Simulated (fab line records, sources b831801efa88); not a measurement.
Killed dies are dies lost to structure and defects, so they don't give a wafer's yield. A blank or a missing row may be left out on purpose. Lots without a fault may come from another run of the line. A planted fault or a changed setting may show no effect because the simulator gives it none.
fab line records | flow sky130 | part 1 of 2: steps 1 to 24 of 34
record lots=5 wafers=15 last_day=49
route steps=708 shown CONTACT@430 METAL1@434 VIA1@458
lots that met no fault: from a run of the same line without faults
start_h: hours from the record's first day to the start of the lot's first wafer shown | wait_h: hours since the lot's step before | " the same as in the row above | L1.1+2: a row that stands for several wafers | - no value, or no start given | * or withheld: withheld | < > ~ a bound
route shown NAME@n: a module of which the file shows steps, and the number in the route of the first | usual: mean/standard deviation of fault-free wafers | same: alike in all rows | chamber/n: place in a boat | sites: the reading at each site | _std_site: their standard deviation | _edge_site: outer sites' mean less inner sites' | radius_mm: how far each site lies from the wafer's centre | mask NAME#n: copy n | behind: the tool/chamber that last shaped the wafer | hold: why the lot was held/for how many hours/how that ended | device: the transistor (n, p or np) that didn't switch | end of line: the same wafers' tests at the end of the route | a step without rows: its recipe alone | killed: dies lost to structure and defects at the first sort, not the wafer's yield | map: a wafer's dies, x killed, . not, _ none there
set.NAME: the setting as run; set.NAME@STEP: as run at that earlier step | model.NAME: the simulator's own value behind a step, which no gauge read
lots at some steps of the route; a table a step, a row a wafer
services: from which hour (start_h, from the record's first day; less than 0 if before it) a tool's chamber was out of use, for how many hours, and why
## steps
# step SKY_CONTACT_CVD_24
# recipe material=W target_thk_nm=340 time_s=102.12 temp_c=400 pressure_torr=40
# usual heater_power_w=904/36
# columns lot.wafer tool chamber start_h wait_h heater_power_w
L074.3 cvd_w-02 0 738.16 0.1 874
L074.5 " 1 " " 912
L074.6 " 0 " " 843
L078.2 cvd_w-01 0 787.90 0.0 978
L078.3 " 1 " " 873
L078.4 " 0 " " 946
L085.1 cvd_w-01 0 832.02 0.0 974
L085.2 " 1 " " 901
L085.5 " 0 " " 975
L090.1 cvd_w-01 1 869.70 0.0 859
L090.3 " 1 " " 890
L090.6 " 1 " " 865
L093.3 cvd_w-01 1 887.66 0.1 884
L093.4 " 0 " " 949
L093.5 " 1 " " 869
# step SKY_CONTACT_RS_MEAS_25
# recipe thk_meas_gauge=four-point-probe reads=W_of_CONTACT_CVD_24+TiN_of_CONTACT_SPUTTER_23
# usual CONTACT_W_RS=0.340/0.0048
# columns lot.wafer tool chamber start_h wait_h CONTACT_W_RS[ohm/sq]
L074.3 film_metro-03 - 738.27 0.1 0.336
L074.5 " - " " 0.347
L074.6 " - " " 0.339
L078.2 film_metro-03 - 788.03 0.1 0.342
L078.3 " - " " 0.336
L078.4 " - " " 0.341
L085.1 film_metro-03 - 832.13 0.1 0.341
L085.2 " - " " 0.338
L085.5 " - " " 0.346
L090.1 film_metro-03 - 869.81 0.1 0.342
L090.3 " - " " 0.345
L090.6 " - " " 0.342
L093.3 film_metro-01 - 887.77 0.1 0.342
L093.4 " - " " 0.348
L093.5 " - " " 0.344
# step SKY_CONTACT_THK_MEAS_26
# recipe thk_meas_gauge=xrf reads=W_of_CONTACT_CVD_24
# usual CONTACT_W_THK=341/7.5
# columns lot.wafer tool chamber start_h wait_h CONTACT_W_THK[nm]
L074.3 film_metro-03 - 738.37 0.1 342
L074.5 " - " " 330
L074.6 " - " " 338
L078.2 film_metro-03 - 788.14 0.1 332
L078.3 " - " " 339
L078.4 " - " " 331
L085.1 film_metro-03 - 832.25 0.1 335
L085.2 " - " " 336
L085.5 " - " " 329
L090.1 film_metro-03 - 869.93 0.1 335
L090.3 " - " " 333
L090.6 " - " " 334
L093.3 film_metro-01 - 887.87 0.1 347
L093.4 " - " " 338
L093.5 " - " " 342
# step SKY_CONTACT_CMP_27
# recipe stop_on=SiO2 t_overpolish_s=15 down_force_psi=3.5 platen_rpm=60 target_thk_nm=0 pad_velocity_m_s=0.94248
# usual motor_current_A=10.5/0.86 overpolish_run_s=15.000/0.0088 time_to_endpoint_s=83/3.2
# columns lot.wafer tool chamber start_h wait_h motor_current_A overpolish_run_s time_to_endpoint_s
L074.3 cmp-02 3 738.41 0.0 10.2 14.993 78
L074.6 " 3 " " 10.1 15.010 76
L074.5 " 0 " " 11.6 15.008 78
L078.4 cmp-01 3 788.19 0.0 8.5 14.983 83
L078.2 " 1 " " 10.1 14.999 85
L078.3 " 2 " " 10.9 14.989 82
L085.2 cmp-02 3 832.31 0.0 10.5 15.004 80
L085.1 " 2 " " 11.3 14.988 81
L085.5 " 0 " " 10.9 14.991 78
L090.1 cmp-01 2 870.10 0.2 10.4 15.010 84
L090.3 " 1 " " 10.2 15.008 85
L090.6 " 3 " " 8.7 15.002 84
L093.3 cmp-01 3 887.99 0.1 8.2 15.004 83
L093.4 " 1 " " 9.8 15.011 81
L093.5 " 2 " " 11.0 15.011 82
# step SKY_METAL1_SPUTTER_00
# recipe material=Ti target_thk_nm=15 power_w=3000 time_s=10 chamber_pressure_pa=0.4
# usual throttle_valve_pct=30.4/0.66
# columns lot.wafer tool chamber start_h wait_h throttle_valve_pct
L074.3 pvd_sputter-01 - 738.71 0.2 30.6
L074.5 " - " " 30.1
L074.6 " - " " 30.4
L078.2 pvd_sputter-03 - 788.49 0.1 30.8
L078.3 " - " " 29.8
L078.4 " - " " 31.3
L085.1 pvd_sputter-03 - 832.61 0.1 29.5
L085.2 " - " " 31.0
L085.5 " - " " 30.9
L090.1 pvd_sputter-01 - 870.40 0.2 29.9
L090.3 " - " " 30.5
L090.6 " - " " 30.4
L093.3 pvd_sputter-02 - 888.24 0.2 29.9
L093.4 " - " " 31.3
L093.5 " - " " 28.8
# step SKY_METAL1_SPUTTER_01
# recipe material=TiN target_thk_nm=20 power_w=6500 time_s=16.7 chamber_pressure_pa=0.4
# usual throttle_valve_pct=30.5/0.65
# columns lot.wafer tool chamber start_h wait_h throttle_valve_pct
L074.3 pvd_sputter-01 - 738.73 0.0 30.5
L074.5 " - " " 29.9
L074.6 " - " " 30.4
L078.2 pvd_sputter-03 - 788.51 0.0 30.9
L078.3 " - " " 30.2
L078.4 " - " " 31.4
L085.1 pvd_sputter-03 - 832.64 0.0 30.0
L085.2 " - " " 31.4
L085.5 " - " " 30.9
L090.1 pvd_sputter-01 - 870.42 0.0 29.8
L090.3 " - " " 30.5
L090.6 " - " " 30.4
L093.3 pvd_sputter-02 - 888.26 0.0 29.8
L093.4 " - " " 31.2
L093.5 " - " " 28.7
# step SKY_METAL1_SPUTTER_02
# recipe material=AlCu target_thk_nm=250 power_w=10600 time_s=13.3 chamber_pressure_pa=0.4
# usual throttle_valve_pct=30.4/0.65
# columns lot.wafer tool chamber start_h wait_h throttle_valve_pct
L074.3 pvd_sputter-01 - 738.76 0.0 30.5
L074.5 " - " " 29.8
L074.6 " - " " 30.6
L078.2 pvd_sputter-03 - 788.54 0.0 30.9
L078.3 " - " " 30.0
L078.4 " - " " 31.0
L085.1 pvd_sputter-03 - 832.66 0.0 29.8
L085.2 " - " " 31.2
L085.5 " - " " 30.9
L090.1 pvd_sputter-01 - 870.45 0.0 29.7
L090.3 " - " " 30.6
L090.6 " - " " 30.4
L093.3 pvd_sputter-02 - 888.29 0.0 30.0
L093.4 " - " " 31.1
L093.5 " - " " 28.6
# step SKY_METAL1_SPUTTER_03
# recipe material=Ti target_thk_nm=5 power_w=3000 time_s=3.3 chamber_pressure_pa=0.4
# usual throttle_valve_pct=30.4/0.65
# columns lot.wafer tool chamber start_h wait_h throttle_valve_pct
L074.3 pvd_sputter-01 - 738.78 0.0 30.4
L074.5 " - " " 29.8
L074.6 " - " " 30.6
L078.2 pvd_sputter-03 - 788.56 0.0 30.6
L078.3 " - " " 29.7
L078.4 " - " " 31.4
L085.1 pvd_sputter-03 - 832.69 0.0 30.0
L085.2 " - " " 31.5
L085.5 " - " " 30.6
L090.1 pvd_sputter-01 - 870.47 0.0 30.0
L090.3 " - " " 30.4
L090.6 " - " " 30.4
L093.3 pvd_sputter-02 - 888.31 0.0 29.7
L093.4 " - " " 31.0
L093.5 " - " " 28.5
# step SKY_METAL1_SPUTTER_04
# recipe material=TiN target_thk_nm=70 power_w=6500 time_s=58.3 chamber_pressure_pa=0.4
# usual throttle_valve_pct=30.4/0.64
# columns lot.wafer tool chamber start_h wait_h throttle_valve_pct
L074.3 pvd_sputter-01 - 738.80 0.0 30.6
L074.5 " - " " 29.9
L074.6 " - " " 30.7
L078.2 pvd_sputter-03 - 788.58 0.0 30.9
L078.3 " - " " 29.9
L078.4 " - " " 31.1
L085.1 pvd_sputter-03 - 832.70 0.0 30.0
L085.2 " - " " 31.1
L085.5 " - " " 30.5
L090.1 pvd_sputter-01 - 870.49 0.0 29.9
L090.3 " - " " 30.5
L090.6 " - " " 30.4
L093.3 pvd_sputter-02 - 888.33 0.0 30.0
L093.4 " - " " 31.2
L093.5 " - " " 28.5
# step SKY_METAL1_RS_MEAS_05
# recipe thk_meas_gauge=four-point-probe reads=TiN_of_METAL1_SPUTTER_04+Ti_of_METAL1_SPUTTER_03+AlCu_of_METAL1_SPUTTER_02+TiN_of_METAL1_SPUTTER_01+Ti_of_METAL1_SPUTTER_00
# usual METAL1_ALCU_RS=0.1262/0.0012
# columns lot.wafer tool chamber start_h wait_h METAL1_ALCU_RS[ohm/sq]
L074.3 film_metro-01 - 738.89 0.1 0.1274
L074.5 " - " " 0.1269
L074.6 " - " " 0.1273
L078.2 film_metro-01 - 788.65 0.0 0.1258
L078.3 " - " " 0.1260
L078.4 " - " " 0.1247
L085.1 film_metro-02 - 832.75 0.0 0.1253
L085.2 " - " " 0.1246
L085.5 " - " " 0.1248
L090.1 film_metro-01 - 870.54 0.0 0.1250
L090.3 " - " " 0.1237
L090.6 " - " " 0.1242
L093.3 film_metro-01 - 888.42 0.1 0.1255
L093.4 " - " " 0.1245
L093.5 " - " " 0.1257
# step SKY_METAL1_THK_MEAS_06
# recipe thk_meas_gauge=xrf reads=AlCu_of_METAL1_SPUTTER_02
# usual METAL1_ALCU_THK=254.2/2.9
# columns lot.wafer tool chamber start_h wait_h METAL1_ALCU_THK[nm]
L074.3 film_metro-01 - 738.99 0.1 253.6
L074.5 " - " " 252.7
L074.6 " - " " 252.0
L078.2 film_metro-01 - 788.76 0.1 254.0
L078.3 " - " " 254.6
L078.4 " - " " 257.3
L085.1 film_metro-02 - 832.87 0.1 254.7
L085.2 " - " " 257.4
L085.5 " - " " 256.9
L090.1 film_metro-01 - 870.66 0.1 256.0
L090.3 " - " " 260.3
L090.6 " - " " 260.4
L093.3 film_metro-01 - 888.52 0.1 260.1
L093.4 " - " " 258.4
L093.5 " - " " 255.5
# step SKY_METAL1_DEHYDRATE_07
# recipe temp_c=200 time_s=60
# usual exhaust_pa=44.8/0.87
# columns lot.wafer tool chamber start_h wait_h exhaust_pa
L074.3 litho_track-02 0 752.10 13.1 44.6
L074.5 " 0 " " 44.4
L074.6 " 0 " " 45.7
L078.2 litho_track-01 0 801.18 12.4 43.4
L078.3 " 0 " " 43.6
L078.4 " 0 " " 43.5
L085.1 litho_track-04 0 845.14 12.3 44.4
L085.2 " 0 " " 42.7
L085.5 " 0 " " 42.7
L090.1 litho_track-01 0 882.41 11.7 45.4
L090.3 " 0 " " 45.5
L090.6 " 0 " " 44.5
L093.3 litho_track-02 0 900.25 11.7 45.7
L093.4 " 0 " " 46.5
L093.5 " 0 " " 44.7
# step SKY_METAL1_HMDS_08
# recipe prime_time_s=60 prime_temp_c=120
# usual exhaust_pa=45.2/0.82
# same prime_time_s=60
# columns lot.wafer tool chamber start_h wait_h exhaust_pa
L074.3 litho_track-02 0 752.25 0.1 45.2
L074.5 " 0 " " 45.4
L074.6 " 0 " " 46.7
L078.2 litho_track-01 0 801.33 0.1 46.3
L078.3 " 0 " " 46.0
L078.4 " 0 " " 46.0
L085.1 litho_track-04 0 845.29 0.1 44.2
L085.2 " 0 " " 44.7
L085.5 " 0 " " 46.1
L090.1 litho_track-01 0 882.56 0.1 45.5
L090.3 " 0 " " 46.6
L090.6 " 0 " " 46.4
L093.3 litho_track-02 0 900.40 0.1 45.6
L093.4 " 0 " " 44.9
L093.5 " 0 " " 45.9
# step SKY_METAL1_COAT_09
# recipe resist=BARC temp_c=withheld time_s=withheld spin_rpm=3000 resist_thk_nm=60
# usual exhaust_pa=45.0/0.86 spin_speed_rpm=3000.2/2
# columns lot.wafer tool chamber start_h wait_h exhaust_pa spin_speed_rpm
L074.3 litho_track-02 0 752.40 0.1 45.5 2998.5
L074.5 " 0 " " 45.5 2999.8
L074.6 " 0 " " 45.1 3000.2
L078.2 litho_track-01 0 801.48 0.1 45.9 3001.9
L078.3 " 0 " " 45.8 3000.2
L078.4 " 0 " " 45.3 3002.8
L085.1 litho_track-04 0 845.44 0.1 43.5 3004.2
L085.2 " 0 " " 44.3 2999.2
L085.5 " 0 " " 45.6 3000.3
L090.1 litho_track-01 0 882.71 0.1 45.4 2999.3
L090.3 " 0 " " 45.4 2998.0
L090.6 " 0 " " 45.8 2997.3
L093.3 litho_track-02 0 900.55 0.1 46.0 3000.4
L093.4 " 0 " " 43.5 2998.3
L093.5 " 0 " " 43.7 2999.3
# step SKY_METAL1_COAT_10
# recipe resist=KrF-thick spin_rpm=3000 resist_thk_nm=450
# usual exhaust_pa=44.9/0.96 spin_speed_rpm=3000.1/2
# columns lot.wafer tool chamber start_h wait_h exhaust_pa spin_speed_rpm
L074.3 litho_track-02 0 - - 44.2 2999.0
L074.5 " 0 " " 43.8 2998.1
L074.6 " 0 " " 44.5 2998.4
L078.2 litho_track-01 0 - - 43.9 3002.2
L078.3 " 0 " " 42.7 2997.5
L078.4 " 0 " " 43.2 3000.0
L085.1 litho_track-04 0 - - 45.3 3000.1
L085.2 " 0 " " 45.5 3001.5
L085.5 " 0 " " 45.4 2999.1
L090.1 litho_track-01 0 - - 44.9 3000.0
L090.3 " 0 " " 45.3 2998.6
L090.6 " 0 " " 46.1 3002.0
L093.3 litho_track-02 0 - - 45.6 2999.0
L093.4 " 0 " " 44.3 3000.2
L093.5 " 0 " " 44.5 3001.5
# step SKY_METAL1_SOFTBAKE_11
# recipe temp_c=100 time_s=90 resist=KrF-thick
# usual exhaust_pa=45.1/0.93
# columns lot.wafer tool chamber start_h wait_h exhaust_pa
L074.3 litho_track-02 0 - - 44.3
L074.5 " 0 " " 45.2
L074.6 " 0 " " 46.8
L078.2 litho_track-01 0 - - 43.9
L078.3 " 0 " " 43.4
L078.4 " 0 " " 43.3
L085.1 litho_track-04 0 - - 46.0
L085.2 " 0 " " 46.2
L085.5 " 0 " " 45.7
L090.1 litho_track-01 0 - - 44.5
L090.3 " 0 " " 44.9
L090.6 " 0 " " 43.4
L093.3 litho_track-02 0 - - 44.7
L093.4 " 0 " " 46.1
L093.5 " 0 " " 47.7
# step SKY_METAL1_EXPOSE_12
# recipe mask_id=MM1 na=0.8 source_shape=annular sigma_inner=0.55 sigma_outer=0.85 target_cd_nm=140 dose_mj=28
# columns lot.wafer tool chamber start_h wait_h mask
L074.3+5+6 krf_scanner-02 0 - - MM1#0
L078.2+3+4 krf_scanner-02 0 - - MM1#0
L085.1+2+5 krf_scanner-01 0 - - MM1#0
L090.1+3+6 krf_scanner-02 0 - - MM1#0
L093.3+4+5 krf_scanner-01 0 - - MM1#0
# step SKY_METAL1_PEB_13
# recipe peb_temp_c=withheld peb_time_s=withheld resist=KrF-thick
# usual exhaust_pa=45.2/0.86
# columns lot.wafer tool chamber start_h wait_h exhaust_pa
L074.3 litho_track-04 0 - - 46.0
L074.5 " 0 " " 45.6
L074.6 " 0 " " 45.1
L078.2 litho_track-01 0 - - 45.1
L078.3 " 0 " " 43.7
L078.4 " 0 " " 46.4
L085.1 litho_track-04 0 - - 44.9
L085.2 " 0 " " 44.4
L085.5 " 0 " " 44.5
L090.1 litho_track-02 0 - - 44.0
L090.3 " 0 " " 46.7
L090.6 " 0 " " 45.0
L093.3 litho_track-02 0 - - 44.7
L093.4 " 0 " " 44.8
L093.5 " 0 " " 45.5
# step SKY_METAL1_DEVELOP_14
# recipe develop_time_s=60 resist=KrF-thick dev_temp_c=21
# usual exhaust_pa=45.2/0.88
# columns lot.wafer tool chamber start_h wait_h exhaust_pa
L074.3 litho_track-04 0 - - 44.7
L074.5 " 0 " " 44.8
L074.6 " 0 " " 44.2
L078.2 litho_track-01 0 - - 45.9
L078.3 " 0 " " 45.8
L078.4 " 0 " " 45.7
L085.1 litho_track-04 0 - - 45.7
L085.2 " 0 " " 45.4
L085.5 " 0 " " 45.7
L090.1 litho_track-02 0 - - 44.6
L090.3 " 0 " " 45.2
L090.6 " 0 " " 44.0
L093.3 litho_track-02 0 - - 45.1
L093.4 " 0 " " 44.7
L093.5 " 0 " " 44.3
# step SKY_METAL1_CD_MEAS_15
# recipe target_cd_nm=140
# usual cd_nm=139.3/1.6
# columns lot.wafer tool chamber start_h wait_h cd_nm
L074.3 cd_sem-01 - 766.33 - 138.3
L074.5 " - " " 140.4
L074.6 " - " " 139.5
L078.2 cd_sem-02 - 814.88 - 139.2
L078.3 " - " " 139.3
L078.4 " - " " 138.3
L085.1 cd_sem-01 - 858.79 - 140.1
L085.2 " - " " 139.1
L085.5 " - " " 138.4
L090.1 cd_sem-02 - 896.55 - 141.0
L090.3 " - " " 140.2
L090.6 " - " " 141.7
L093.3 cd_sem-02 - 913.89 - 138.8
L093.4 " - " " 137.5
L093.5 " - " " 138.2
# step SKY_METAL1_OVL_MEAS_16
# usual METAL1_OVL=-2/5.8
# columns lot.wafer tool chamber start_h wait_h METAL1_OVL[nm]
L074.3 overlay-02 - 766.42 0.1 0
L074.5 " - " " -1
L074.6 " - " " 2
L078.2 overlay-02 - 814.98 0.1 -11
L078.3 " - " " -5
L078.4 " - " " -5
L085.1 overlay-01 - 858.91 0.1 -14
L085.2 " - " " -9
L085.5 " - " " -12
L090.1 overlay-01 - 896.67 0.1 -11
L090.3 " - " " -12
L090.6 " - " " -3
L093.3 overlay-01 - 913.98 0.1 1
L093.4 " - " " 2
L093.5 " - " " -4
# step SKY_METAL1_DESCUM_17
# recipe chemistry=O2 source_power_w=150 bias_power_w=0 pressure_mtorr=10 temp_c=40 time_s=8
# usual drypump_motor_current_A=5.3/0.61 oes_product_au=1.004/0.0082
# columns lot.wafer tool chamber start_h wait_h drypump_motor_current_A oes_product_au rf_hours_counter_h
L074.3 rie_metal-01 1 766.45 0.0 4.7 1.012 -
L074.5 " 1 " " 4.7 1.006 -
L074.6 " 0 " " 5.0 1.003 -
L078.2 rie_metal-01 0 815.01 0.0 5.0 1.001 17
L078.3 " 0 " " 5.0 0.996 -
L078.4 " 1 " " 4.7 1.007 -
L085.1 rie_metal-04 0 858.94 0.0 5.7 0.997 9
L085.2 " 1 " " 5.0 1.010 14
L085.5 " 0 " " 5.7 1.005 -
L090.1 rie_metal-04 1 896.70 0.0 5.1 1.009 16
L090.3 " 0 " " 5.7 1.002 -
L090.6 " 1 " " 5.0 1.015 -
L093.3 rie_metal-04 0 914.01 0.0 5.8 0.987 -
L093.4 " 1 " " 5.1 1.011 -
L093.5 " 0 " " 5.7 1.015 -
# step SKY_METAL1_ETCH_18
# recipe chemistry=N2/H2 target=BARC ion_energy_ev=200 bias_w=100 pressure_mtorr=30 n2_flow_sccm=100 h2_flow_sccm=200 icp_w=494 stop_on=SiO2 time_s=45.9 target_depth_a=600
# usual drypump_motor_current_A=5.3/0.6 oes_product_au=0.855/0.0045 throttle_valve_pct=13.224/0.0087
# columns lot.wafer tool chamber start_h wait_h drypump_motor_current_A oes_product_au rf_hours_counter_h throttle_valve_pct
L074.3 rie_metal-01 1 766.50 0.0 4.7 0.862 - 13.220
L074.5 " 1 " " 4.7 0.859 - 13.201
L074.6 " 0 " " 5.0 0.855 - 13.235
L078.2 rie_metal-01 0 815.05 0.0 5.0 0.856 17 13.209
L078.3 " 0 " " 5.0 0.855 - 13.234
L078.4 " 1 " " 4.7 0.851 - 13.226
L085.1 rie_metal-04 0 858.97 0.0 5.7 0.862 9 13.225
L085.2 " 1 " " 5.1 0.857 14 13.221
L085.5 " 0 " " 5.7 0.858 - 13.230
L090.1 rie_metal-04 1 896.73 0.0 5.1 0.856 16 13.229
L090.3 " 0 " " 5.7 0.854 - 13.220
L090.6 " 1 " " 5.1 0.854 - 13.217
L093.3 rie_metal-04 0 914.06 0.0 5.8 0.853 - 13.222
L093.4 " 1 " " 5.1 0.857 - 13.221
L093.5 " 0 " " 5.7 0.857 - 13.223
# step SKY_METAL1_METAL_ETCH_19
# recipe target_depth_a=3600 stop_on=SiO2 over_etch_frac=0.3 time_s=78 chemistry=Cl2/BCl3 resist_sidewall_deg=88 pressure_mtorr=10 icp_w=900 bias_w=48.5 Cl2_flow_sccm=60 bcl3_flow_sccm=30
# usual drypump_motor_current_A=5.3/0.61 oes_product_au=0.855/0.0055 throttle_valve_pct=22.264/0.0089
# columns lot.wafer tool chamber start_h wait_h drypump_motor_current_A oes_product_au rf_hours_counter_h throttle_valve_pct
L074.3 rie_metal-01 1 766.57 0.1 4.7 0.849 - 22.262
L074.5 " 1 " " 4.7 0.852 - 22.266
L074.6 " 0 " " 5.0 0.854 - 22.269
L078.2 rie_metal-01 0 815.11 0.0 5.0 0.860 17 22.266
L078.3 " 0 " " 5.0 0.859 - 22.269
L078.4 " 1 " " 4.7 0.858 - 22.259
L085.1 rie_metal-04 0 859.04 0.0 5.7 0.858 9 22.260
L085.2 " 1 " " 5.1 0.852 14 22.263
L085.5 " 0 " " 5.8 0.857 - 22.271
L090.1 rie_metal-04 1 896.80 0.0 5.0 0.855 16 22.268
L090.3 " 0 " " 5.7 0.866 - 22.257
L090.6 " 1 " " 5.0 0.868 - 22.249
L093.3 rie_metal-04 0 914.13 0.1 5.7 0.868 - 22.267
L093.4 " 1 " " 5.0 0.858 - 22.269
L093.5 " 0 " " 5.7 0.865 - 22.264
